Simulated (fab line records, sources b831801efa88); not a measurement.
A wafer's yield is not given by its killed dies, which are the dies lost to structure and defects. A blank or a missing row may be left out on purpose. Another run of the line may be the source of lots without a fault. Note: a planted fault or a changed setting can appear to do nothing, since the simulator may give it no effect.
A lot that was struck, set against a sound lot | flow sky130 | 22 out of 708 route steps
Sound: the wafers L464.2, L464.3, L464.5. Wafers struck: L474.2, L474.3, L474.6. At the end, the cause is stated.
At each step with rows: each side's tool, then ch and its chambers, then its first start. Under that, the readings that differ: sound wafers | struck wafers | difference of the means | sigmas: that difference in standard deviations of wafers without a fault.
alike: words and numbers the same on both sides, and readings whose means are apart by under 2 such deviations; not compared: readings that were withheld, readings missing a value for some wafer, numbers with overlapping values and no deviation given by the record, and bounds like >300 which may hide the same value.
Wherever a step has rows on one side only, a row that says differs or no value, or a row with sigmas, the two part there. Numbers that don't overlap but have no deviation are shown without sigmas and don't part them. Lack of a reading on every wafer of one side parts them only where that side has two or more wafers.

first, 1 step without rows for these wafers: SKY_LOCAL_INTERCONNECT_CLEAN_18 (cleans in O3/DIW).
SKY_CONTACT_CVD_00: deposits Si3N4, target thk 75 nm.
  sound on pecvd-01 ch 1,2, day 32 07:21; struck on pecvd-02 ch 1,2, day 34 21:23
  alike: heater-power-w
SKY_CONTACT_THK_MEAS_01:
  sound on film-metro-04, day 32 07:23; struck on film-metro-01, day 34 21:26
  alike: CONTACT_CVD_00_THK
then, 1 step without rows for these wafers: SKY_CONTACT_HDPCVD_02 (deposits SiO2, target thk 565 nm, time 94.2 s).
SKY_CONTACT_THK_MEAS_03:
  sound on film-metro-01, day 32 07:31; struck on film-metro-04, day 34 21:34
  alike: CONTACT_HDPCVD_THK
SKY_CONTACT_CMP_04: polishes SiO2.
  sound on cmp-02 ch 0,1,3, day 32 07:40; struck on cmp-02 ch 0,1,3, day 34 21:40
  alike: motor-current-A, time-to-endpoint-s
SKY_CONTACT_BOW_MEAS_05:
  sound on film-metro-01, day 32 07:53; struck on film-metro-01, day 34 21:56
  alike: CONTACT_BOW
then, 5 steps without rows for these wafers: SKY_CONTACT_DEHYDRATE_06 (time 60 s); SKY_CONTACT_HMDS_07 (prime time 60 s); SKY_CONTACT_COAT_08 (resist thk 60 nm); SKY_CONTACT_COAT_09 (resist thk 450 nm); SKY_CONTACT_SOFTBAKE_10 (time 90 s).
SKY_CONTACT_EXPOSE_11: exposes mask CTM1, target cd 170 nm.
  sound on krf-scanner-02 ch 0, day 32 22:10; struck on krf-scanner-02 ch 0, day 35 11:57
  reading              | sound             | struck            | difference | sigmas
  exposure-dose-mJ-cm2 | 38.01 37.96 38.02 | 34.66 34.68 34.58 | -3.36      | -57
  alike: mask
then, 2 steps without rows for these wafers: SKY_CONTACT_PEB_12; SKY_CONTACT_DEVELOP_13 (develop time 60 s).
SKY_CONTACT_CD_MEAS_14: the cd target is 170 nm.
  sound on cd-sem-01, day 33 11:20; struck on cd-sem-01, day 36 01:17
  reading    | sound             | struck            | difference | sigmas
  cd-nm (nm) | 171.2 168.7 171.1 | 151.0 151.6 153.4 | -18.3      | -13
SKY_CONTACT_OVL_MEAS_15:
  sound on overlay-02, day 33 11:26; struck on overlay-02, day 36 01:23
  alike: CONTACT_OVL
SKY_CONTACT_ETCH_16: etches BARC in N2/H2, stops on SiO2, time 45.9 s, target depth 60 nm.
  sound on rie-diel-02 ch 2,3, day 33 11:28; struck on rie-diel-03 ch 1,3, day 36 01:25
  reading                  | sound             | struck            | difference | sigmas
  model.CONTACT.cd-nm (nm) | 171.2 169.2 171.5 | 150.4 152.2 153.6 | -18.6      |
  alike: drypump-motor-current-A, oes-product-au, throttle-valve-pct
  not compared: rf-hours-counter-h
SKY_CONTACT_ETCH_17: etches SiO2 in C4F8/O2/Ar, stops on Si3N4, target depth 340 nm.
  sound on rie-diel-02 ch 2,3, day 33 11:31; struck on rie-diel-03 ch 1,3, day 36 01:28
  alike: oes-product-au
SKY_CONTACT_ETCH_18: etches Si3N4 in CHF3/O2, stops on TiN, time 39 s, target depth 75 nm.
  sound: rie-diel-02 ch 2,3; struck: rie-diel-03 ch 1,3
  reading                  | sound             | struck        | difference | sigmas
  model.CONTACT.cd-nm (nm) | 171.7 168.9 171.2 | 150 152 153.6 | -19        |
  alike: drypump-motor-current-A, oes-product-au, throttle-valve-pct
  not compared: rf-hours-counter-h
SKY_CONTACT_STRIP_19: strips in O2/N2.
  sound on plasma-asher-04 ch 0,1, day 33 11:36; struck on plasma-asher-04 ch 0,1, day 36 01:33
  alike: drypump-motor-current-A, oes-product-au, strip-time-to-endpoint-s
  not compared: rf-hours-counter-h
-- the record jumps here: 13 days lie between the struck wafers' starts before and after (it left off in module CONTACT and takes up again in module PAD_OPEN, whose first step shown is number 708 of the route) --
SKY_PAD_OPEN_PROBE_99:
  sound on prober-02, day 47 15:16; struck on prober-02, day 49 12:32
  reading                       | sound             | struck            | difference | sigmas
  model.etest.mcon-chain.rc-ohm | 16.74 17.18 16.14 | 20.32 19.07 18.76 | +2.70      |
  alike: killed_at_M0_to_M3, killed_at_M4_up, killed-at-contacts, killed-at-front-end, killed-at-other, killed-dies, killed-open, killed-short

WHERE THEY PART
Earliest at SKY_CONTACT_EXPOSE_11; latest, in this record, at SKY_CONTACT_CD_MEAS_14. Later steps at which nothing parts them and some readings are alike: SKY_CONTACT_OVL_MEAS_15, SKY_CONTACT_ETCH_16, SKY_CONTACT_ETCH_17, SKY_CONTACT_ETCH_18, SKY_CONTACT_STRIP_19, SKY_PAD_OPEN_PROBE_99.

WHY: what the simulator had put in
Process parameters drifting: krf-scanner-02 at SKY_CONTACT_EXPOSE_11, beginning at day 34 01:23. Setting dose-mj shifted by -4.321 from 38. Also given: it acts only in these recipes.
